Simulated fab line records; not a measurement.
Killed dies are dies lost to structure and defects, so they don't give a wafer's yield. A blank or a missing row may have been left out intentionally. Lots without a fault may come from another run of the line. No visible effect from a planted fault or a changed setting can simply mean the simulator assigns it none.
What tool caused it?    flow sfq line    15 lots with 44 wafers sampled at 4 steps, on a route of 325 steps

== WHAT EACH GAUGE READ, for each wafer ==
SFQ_I6_BOW_MEAS_941. Usual: I6_BOW typically reads 3 um, with standard deviation 9.8.
lot   measured      on             I6_BOW (um)  flag
L694  day 64 08:02  film metro-03  -14 -17 -8   
L695  day 64 09:04  film metro-04  2 5 3        
L696  day 64 14:02  film metro-03  -9 -14 -4    
L698  day 64 20:02  film metro-04  24 15 6      
L699  day 69 06:11  film metro-03  -3 -5 4      
L700  day 69 14:16  film metro-02  -11 -16 -6   
L701  day 69 17:16  film metro-04  -3 -2 -6     
L702  day 70 16:55  film metro-02  -4 -4 -7     
L703  day 71 06:43  film metro-04  10 16 6      
L704  day 71 14:03  film metro-04  -1 -3 -5     
L705  day 71 16:27  film metro-03  -3 12 18     
L711  day 72 09:17  film metro-03  6 -6         
L713  day 72 14:13  film metro-03  12 6 14      
L715  day 72 17:10  film metro-03  19 13 -1     
L716  day 72 19:10  film metro-02  -3 5 -1      

SFQ_I6_OVL_MEAS_942. Usual: I6_OVL typically reads -1 nm, with standard deviation 6.2.
lot   measured      on          I6_OVL (nm)  flag
L694  day 69 02:43  overlay-02  3 -2 6       
L695  day 69 06:14  overlay-01  -2 -4 -2     
L696  day 69 12:14  overlay-02  -2 11 3      
L698  day 69 21:50  overlay-01  -6 -9 -8     
L699  day 73 16:42  overlay-01  -2 -3 -3     
L700  day 73 23:54  overlay-01  7 4 3        
L701  day 74 04:42  overlay-01  10 3 1       
L702  day 75 11:50  overlay-02  8 3 6        
L703  day 76 04:38  overlay-02  0 -2 3       
L704  day 76 11:51  overlay-01  -7 -10 -8    
L705  day 76 14:15  overlay-01  -1 -4 4      
L711  day 77 06:43  overlay-01  11 7         
L713  day 77 12:42  overlay-01  6 8 9        
L715  day 77 16:17  overlay-01  -1 6 2       
L716  day 77 19:54  overlay-01  -3 -14 -1    

SFQ_I7_OVL_MEAS_947. Usual: I7_OVL typically reads -2 nm, with standard deviation 4.8.
lot   measured      on          I7_OVL (nm)  flag
L694  day 73 22:42  overlay-02  -5 -10 -13   
L695  day 74 03:31  overlay-02  -16 -7 -6    
L696  day 74 05:54  overlay-02  1 -3 -2      
L698  day 75 02:14  overlay-02  -1 2 0       
L699  day 80 00:29  overlay-02  -2 1 3       
L700  day 80 01:41  overlay-01  0 3 1        
L701  day 80 06:29  overlay-02  5 5 1        
L702  day 80 16:05  overlay-01  -7 -5 -6     
L703  day 80 23:17  overlay-01  -4 0 2       
L704  day 81 01:42  overlay-02  -3 -7 -3     
L705  day 81 06:30  overlay-01  2 3 0        
L711  day 82 16:07  overlay-01  -5 3         
L713  day 83 01:43  overlay-01  -10 -9 -2    
L715  day 83 07:55  overlay-01  9 5 6        
L716  day 83 11:31  overlay-01  -3 -7 -5     

== WHAT TOOL EACH LOT RAN ON (gives the tool, then ch and the chambers of the sampled wafers, and finally the start) ==
lot   SFQ_TRILAYER_M6_BARC_OPEN_METAL_ETCH_206
L694  rie metal-01 ch 0,1, day 63 15:40
L695  rie metal-03 ch 0, day 63 17:55
L696  rie metal-03 ch 0,1, day 64 00:43
L698  rie metal-03 ch 0,1, day 64 05:31
L699  rie metal-04 ch 0,1, day 69 01:33
L700  rie metal-03 ch 0, day 69 07:28
L701  rie metal-04 ch 0,1, day 69 11:04
L702  rie metal-04 ch 0,1, day 70 12:16
L703  rie metal-04 ch 0,1, day 71 02:40
L704  rie metal-03 ch 0,1, day 71 09:59
L705  rie metal-04 ch 0,1, day 71 12:23
L711  rie metal-03 ch 0,1, day 72 05:13
L713  rie metal-03 ch 0,1, day 72 10:08
L715  rie metal-01 ch 0,1, day 72 12:31
L716  rie metal-03 ch 0,1, day 72 13:43
- SFQ_TRILAYER_M6_BARC_OPEN_METAL_ETCH_206: etches BARC in O2, target depth 125 nm, time 41.7 s.

== WHAT THE TOOLS THEMSELVES READ (means of the sampled wafers that have a number; where no wafer has one, the mark that the record gives instead) ==
SFQ_TRILAYER_M6_BARC_OPEN_METAL_ETCH_206. Usual: bias w 79.97 W, standard deviation 0.25; drypump motor current A 5.9 A, standard deviation 0.46; he backside leak sccm 3.49 sccm, standard deviation 0.2; oes product au 0.684 a.u., standard deviation 0.0044; run length s 70.1 s, standard deviation 0.38.
lot   tool          bias w (W)  drypump motor current A (A)  he backside leak sccm (sccm)  oes product au (a.u.)  run length s (s)  flag
L694  rie metal-01  79.78       5.5                          3.53                          0.684                  70.4              
L695  rie metal-03  79.45       6.2                          3.66                          0.683                  70.1              
L696  rie metal-03  80.20       6.5                          3.51                          0.686                  69.9              
L698  rie metal-03  80.22       6.5                          3.68                          0.683                  70.0              
L699  rie metal-04  79.53       5.7                          3.40                          0.686                  70.1              
L700  rie metal-03  80.25       6.2                          3.58                          0.683                  70.4              
L701  rie metal-04  79.91       5.6                          3.36                          0.688                  69.5              
L702  rie metal-04  79.92       5.6                          3.34                          0.683                  70.1              
L703  rie metal-04  80.07       5.6                          3.60                          0.685                  69.8              
L704  rie metal-03  80.06       6.5                          3.35                          0.686                  70.1              
L705  rie metal-04  79.94       5.7                          3.34                          0.682                  70.0              
L711  rie metal-03  80.31       6.4                          3.60                          0.764                  65.1              OFF
L713  rie metal-03  80.19       6.5                          3.41                          0.735                  66.6              OFF
L715  rie metal-01  80.03       5.5                          3.48                          0.684                  70.1              
L716  rie metal-03  79.96       6.3                          3.56                          0.793                  63.2              OFF

== THE ANSWER, worked out from the rows above alone ==
Rule: lot off if the mean of its wafers having a number is beyond 3 standard deviations from the usual mean. Also off: a lot with no number at a reading for which 4 or more lots have one. The other lots that the step has rows for count as sound. First the gauges in route order, then the tools' own readings, where a lot's mean is used as printed above. The first step at which some lot is off is used, and at that step the reading that is off furthest; a lot without a number counts as furthest.
Off: L711, L713, L716 (SFQ_TRILAYER_M6_BARC_OPEN_METAL_ETCH_206, oes product au).
If a tool, at that step or one of the process steps before it, ran each lot that is off and ran no sound lot following the first of them, it fits. One fits: SFQ_TRILAYER_M6_BARC_OPEN_METAL_ETCH_206 on rie metal-03. Its last sound lot is L704 (day 71 09:59), its first lot that is off L711 (day 72 05:13): a fault that began between those two fits.
The tool's own readings at SFQ_TRILAYER_M6_BARC_OPEN_METAL_ETCH_206 bear it out: on the lots that are off they differ by more than 5 times the standard deviation of the sound lots' means. oes product au reads 0.764 a.u. there against 0.684 a.u. on the sound lots; run length s reads 65.0 s there against 70.0 s on the sound lots.

== WHAT THE SIMULATOR HAD PUT IN ==
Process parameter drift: rie metal-03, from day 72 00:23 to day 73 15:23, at SFQ_TRILAYER_M6_BARC_OPEN_METAL_ETCH_206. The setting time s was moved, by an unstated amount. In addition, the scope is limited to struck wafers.
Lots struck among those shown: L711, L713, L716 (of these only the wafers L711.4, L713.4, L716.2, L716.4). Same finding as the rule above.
